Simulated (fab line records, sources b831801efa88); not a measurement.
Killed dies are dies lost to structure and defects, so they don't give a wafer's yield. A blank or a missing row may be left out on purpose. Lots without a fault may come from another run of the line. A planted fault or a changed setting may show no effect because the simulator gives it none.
Which tool did it? | flow sfq_line | 14 lots, 42 wafers sampled, at 1 step of a route of 325

WHAT THE GAUGES READ, wafer by wafer
The record holds no reading of a measuring or inspecting step that can be judged against a usual standard deviation.

WHICH TOOL RAN EACH LOT (tool, then ch and the chambers of the sampled wafers, then the start)
lot  | SFQ_TRILAYER_INCOMING_OXIDATION_002
L479 | furnace-02 ch 0, day 1 10:07
L480 | furnace-01 ch 0, day 1 15:07
L481 | furnace-02 ch 0, day 1 20:07
L482 | furnace-01 ch 0, day 2 01:07
L484 | furnace-01 ch 0, day 2 11:07
L485 | furnace-02 ch 0, day 2 16:07
L487 | furnace-02 ch 0, day 3 02:07
L489 | furnace-02 ch 0, day 3 12:07
L494 | furnace-01 ch 0, day 4 13:07
L496 | furnace-01 ch 0, day 4 23:07
L498 | furnace-01 ch 0, day 5 09:07
L500 | furnace-01 ch 0, day 5 19:07
L501 | furnace-02 ch 0, day 6 00:07
L502 | furnace-01 ch 0, day 6 05:07
- SFQ_TRILAYER_INCOMING_OXIDATION_002: target thk 500 nm, ox time 4939 s.

WHAT THE TOOLS THEMSELVES READ (means of the sampled wafers that have a number; where no wafer has one, the mark that the record gives instead)
SFQ_TRILAYER_INCOMING_OXIDATION_002. Usual: spike_tc_bottom_C 1017.1 C, standard deviation 1.2; spike_tc_centre_C 999.9 C, standard deviation 1.1; spike_tc_lower_C 1001.6 C, standard deviation 1.1; spike_tc_top_C 1012.2 C, standard deviation 1.7; spike_tc_upper_C 1000.0 C, standard deviation 1.1; tube_center_temp_C 1000 C, standard deviation 0.091; tube_center_temp_C_max 1002.6, standard deviation 0.44.
lot  | tool       | spike_tc_bottom_C (C) | spike_tc_centre_C (C) | spike_tc_lower_C (C) | spike_tc_top_C (C) | spike_tc_upper_C (C) | tube_center_temp_C (C) | tube_center_temp_C_max | flag
L479 | furnace-02 | 1016.1                | 1000.6                | 1000.5               | 1013.6             | 1000.5               | 1000                   | 1002.4                 |
L480 | furnace-01 | 1017.4                | 999.5                 | 1000.9               | 1011.3             | 999.5                | 1000                   | 1002.9                 |
L481 | furnace-02 | 1016.8                | 1000.9                | 1002.2               | 1014.8             | 999.9                | 1000                   | 1002.6                 |
L482 | furnace-01 | 1017.7                | 999.6                 | 1001.0               | 1010.9             | 1000.3               | 1000                   | 1002.5                 |
L484 | furnace-01 | 1018.1                | 999.5                 | 1001.6               | 1012.5             | 999.4                | 1000                   | 1002.6                 |
L485 | furnace-02 | 1016.8                | 1000.9                | 1001.6               | 1013.0             | 999.9                | 1000                   | 1002.9                 |
L487 | furnace-02 | 1000.6                | 984.2                 | 985.3                | 997.8              | 984.7                | 984                    | 986.9                  | OFF
L489 | furnace-02 | 1000.5                | 984.1                 | 985.7                | 997.7              | 983.7                | 984                    | 986.0                  | OFF
L494 | furnace-01 | 1017.5                | 999.2                 | 1001.2               | 1011.4             | 999.9                | 1000                   | 1002.2                 |
L496 | furnace-01 | 1017.6                | 999.0                 | 1000.8               | 1010.8             | 999.9                | 1000                   | 1002.7                 |
L498 | furnace-01 | 1018.0                | 998.7                 | 1001.7               | 1010.7             | 1000.8               | 1000                   | 1002.8                 |
L500 | furnace-01 | 1018.1                | 999.3                 | 1001.2               | 1010.1             | 998.9                | 1000                   | 1002.9                 |
L501 | furnace-02 | 1016.4                | 999.6                 | 1001.8               | 1013.9             | 999.3                | 1000                   | 1002.9                 |
L502 | furnace-01 | 1017.6                | 998.7                 | 1000.9               | 1010.9             | 1000.5               | 1000                   | 1002.8                 |

THE ANSWER, worked out from the rows above alone
Rule: a lot is off if the mean of its wafers that have a number lies more than 3 standard deviations from the usual mean. A lot without any number at a reading at which 4 lots or more have one is off too. The other lots that the step has rows for count as sound. The gauges are gone through in route order, then the tools' own readings, and for those a lot's mean is taken as printed above. The first step at which some lot is off is used, and at that step the reading that is off furthest; a lot without a number counts as furthest.
Off: L487, L489, at SFQ_TRILAYER_INCOMING_OXIDATION_002 (tube_center_temp_C).
A tool fits if, at that step or a process step before it, it ran every lot that is off, and no sound lot after the first of them. None of those tried fits.

WHAT THE SIMULATOR HAD PUT IN
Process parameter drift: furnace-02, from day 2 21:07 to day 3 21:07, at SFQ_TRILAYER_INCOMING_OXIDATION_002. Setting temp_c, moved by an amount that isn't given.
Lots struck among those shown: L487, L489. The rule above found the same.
